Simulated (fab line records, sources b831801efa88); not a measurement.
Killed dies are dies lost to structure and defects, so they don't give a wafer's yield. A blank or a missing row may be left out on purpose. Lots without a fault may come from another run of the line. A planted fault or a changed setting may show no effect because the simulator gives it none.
One fault seen from 2 desks | flow gf180mcu | each desk has only its own numbers; what lay behind them comes last

THE METROLOGY DESK
What the gauges read, lot by lot, whatever tool the lot ran on: means of the sampled wafers that have a number. A lot is out of limits, marked OUT, if its mean lies more than 4 standard deviations from the usual mean; the brackets give that distance.
Columns: A = CONTACT_CVD_00_THK at GF_CONTACT_THK_MEAS_01, usual 300.6 nm; B = CONTACT_CVD_02_THK at GF_CONTACT_THK_MEAS_03, usual 858 nm; C = CONTACT_BOW at GF_CONTACT_BOW_MEAS_05, usual 65 um; D = cd_nm at GF_CONTACT_CD_MEAS_14, usual 220.1 nm; E = CONTACT_OVL at GF_CONTACT_OVL_MEAS_15, usual -4 nm
lot  | first seen here | A     | B   | C  | D     | E
L327 | day 15 13:08    | 301.9 | 855 | 62 | 219.5 | -2
L329 | day 16 12:08    | 300.5 | 851 | 68 | 219.9 | 4
L338 | day 19 09:05    | 299.4 | 856 | 67 | 222.8 | -5
L339 | day 19 21:56    | 300.8 | 855 | 69 | 223.7 | 1
L347 | day 22 18:37    | 303.7 | 853 | 55 | 219.1 | -9
L349 | day 23 08:38    | 299.5 | 872 | 63 | 218.0 | -2
This desk's finding: nothing out of limits on any of the 6 lots.

THE TOOL OWNER'S DESK: litho_track-01
The tool's own readings at GF_CONTACT_PEB_12 (peb time 90 s): means of the sampled wafers that have a number, for each lot that ran on this tool. A lot is out of limits, marked OUT, if its mean lies more than 4 standard deviations from the usual mean; the brackets give that distance.
Columns: A = heater_power_total_W at GF_CONTACT_PEB_12, usual 85.70 W; B = plate_temp_C at GF_CONTACT_PEB_12, usual 135.00 C
lot  | first seen here | A               | B
L329 | day 17 10:37    | 85.65           | 134.98
L338 | day 20 09:01    | 86.83 (+15) OUT | 136.38 (+9.8) OUT
L339 | day 20 22:34    | 86.82 (+15) OUT | 136.28 (+9.1) OUT
This desk's finding: out of limits on L338, L339; first on L338, day 20 09:01 (heater_power_total_W at GF_CONTACT_PEB_12). In limits: L329.

PUT TOGETHER
The tool owner's desk could have raised an alarm at day 20 09:01, on L338, L339.
The metrology desk saw nothing out of limits.
The metrology desk has L338, L339 on record, within its limits.
Of the lots named, all ran GF_CONTACT_PEB_12 on litho_track-01.

WHAT THE SIMULATOR HAD PUT IN
Process parameter drift: litho_track-01, from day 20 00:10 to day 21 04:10, at GF_CONTACT_PEB_12. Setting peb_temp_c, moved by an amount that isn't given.
Lots struck among those shown: L338, L339.
Hours from the fault's start to each desk's first reading out of limits: the tool owner's desk, 9.
